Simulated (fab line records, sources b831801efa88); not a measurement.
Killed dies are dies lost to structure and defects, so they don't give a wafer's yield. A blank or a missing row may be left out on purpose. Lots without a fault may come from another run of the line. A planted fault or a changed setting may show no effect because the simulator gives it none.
Split-lot experiment | flow sfq_line | 5 lots, 23 wafers read, on a route of 325 steps

THE SPLIT
At SFQ_TRILAYER_M6_DEP_SPUTTER_157 (material Nb, target thk 200 nm, time 133.3 s), the setting time_s was moved away from the recipe's 133.3 s on 5 of the 23 wafers read, by +5.3% to +10.9%. The other wafers ran this setting at the recipe's value.

The file shows no step between the split and the reading.

THE READING
M6_NB_RS, in ohm/sq, at SFQ_M6_RS_MEAS_938 (measures by four-point-probe). Fault-free wafers of this fab line usually give 0.891 ohm/sq, standard deviation 0.0092 ohm/sq.

wafer  | tool, chamber at the split | time_s as run, s | against the recipe | M6_NB_RS, ohm/sq | against lot-mates on the recipe
L075.1 | pvd_sputter-06, -          | 133.3            | recipe             | 0.878            | -
L075.2 | pvd_sputter-06, -          | 140.3            | +5.3%              | 0.834            | -0.047
L075.3 | pvd_sputter-06, -          | 140.3            | +5.3%              | 0.837            | -0.044
L075.5 | pvd_sputter-06, -          | 133.3            | recipe             | 0.882            | -
L075.6 | pvd_sputter-06, -          | 133.3            | recipe             | 0.882            | -
L080.1 | pvd_sputter-05, -          | 133.3            | recipe             | 0.894            | -
L080.3 | pvd_sputter-05, -          | 133.3            | recipe             | 0.887            | -
L080.4 | pvd_sputter-05, -          | 133.3            | recipe             | 0.898            | -
L080.5 | pvd_sputter-05, -          | 133.3            | recipe             | 0.906            | -
L080.6 | pvd_sputter-05, -          | 133.3            | recipe             | 0.900            | -
L082.1 | pvd_sputter-05, -          | 133.3            | recipe             | 0.893            | -
L082.2 | pvd_sputter-05, -          | 147.8            | +10.9%             | 0.810            | -0.083
L082.4 | pvd_sputter-05, -          | 147.8            | +10.9%             | 0.805            | -0.088
L082.5 | pvd_sputter-05, -          | 133.3            | recipe             | 0.892            | -
L082.6 | pvd_sputter-05, -          | 147.8            | +10.9%             | 0.806            | -0.087
L084.1 | pvd_sputter-03, -          | 133.3            | recipe             | 0.898            | -
L084.2 | pvd_sputter-03, -          | 133.3            | recipe             | 0.883            | -
L084.4 | pvd_sputter-03, -          | 133.3            | recipe             | 0.890            | -
L084.5 | pvd_sputter-03, -          | 133.3            | recipe             | 0.894            | -
L084.6 | pvd_sputter-03, -          | 133.3            | recipe             | 0.883            | -
L085.2 | pvd_sputter-05, -          | 133.3            | recipe             | 0.899            | -
L085.3 | pvd_sputter-05, -          | 133.3            | recipe             | 0.895            | -
L085.4 | pvd_sputter-05, -          | 133.3            | recipe             | 0.899            | -

THE FIT
A straight line over all 23 wafers: M6_NB_RS changes by -0.00811 ohm/sq for each +1% of time_s; r = -0.97; the points scatter about the line by 0.0083 ohm/sq.
The same after taking each lot's own level away (the mean of its wafers on the recipe; 23 wafers): -0.00794 ohm/sq for each +1%; r = -0.99; scatter 0.0046 ohm/sq.
On that fit, the largest move of time_s shifts the reading by 0.086 ohm/sq.
The lots' own levels span 0.8807 to 0.8977 ohm/sq, that is 1.8 times the standard deviation above.
So the lot-to-lot level changes the slope little: the two slopes agree.
Check: with one of the wafers moved furthest among these (+10.9%) left out of the fit, the line predicts -0.0882 ohm/sq for it against its lot-mates. It came out at -0.0825 ohm/sq against them.

OTHER SPLITS ON THESE WAFERS
These wafers also went through other splits before the reading. Each is held against what the fit with the lots' levels taken away leaves over:
other split on the same wafers                   | wafers away from the commonest value | r with M6_NB_RS (lot level and that fit taken away)
SFQ_TRILAYER_I4_VIA_LITHO_COAT_103 spin_rpm      | 8                                    | -0.11
SFQ_TRILAYER_JJ_TRILAYER_DEP_SPUTTER_109 power_w | 8                                    | +0.11
SFQ_TRILAYER_JJ_CE_LITHO_COAT_119 resist_thk_nm  | 12                                   | +0.16
SFQ_TRILAYER_M5_LITHO_COAT_123 spin_rpm          | 7                                    | -0.21
SFQ_TRILAYER_M5_LITHO_PEB_126 peb_time_s         | 8                                    | +0.04
SFQ_TRILAYER_R5_LITHO_COAT_141 resist_thk_nm     | 5                                    | -0.33
SFQ_TRILAYER_I5_BARC_OPEN_VIA_ETCH_200 time_s    | 7                                    | -0.32
SFQ_TRILAYER_C5_LITHO_COAT_156 resist_thk_nm     | 8                                    | +0.09

THE WHOLE CHAIN: every reading that the file lists as answering this split, in the file's order
step                            | what it does                                 | reading                                                                                   | change (the file's fit)              | r (the file's)
SFQ_TRILAYER_M6_DEP_SPUTTER_157 | material Nb, target thk 200 nm, time 133.3 s | Nb_of_TRILAYER_M6_DEP_SPUTTER_157.thk_nm (the simulator's own value, which no gauge read) | +1.97 nm for each +1% of the setting | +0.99
SFQ_M6_RS_MEAS_938              | measures by four-point-probe                 | M6_NB_RS                                                                                  | -0.00799 for each +1% of the setting | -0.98

THE FILE'S OWN FIT
M6_NB_RS changes by -0.00799 ohm/sq for each +1% of time_s, r = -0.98.
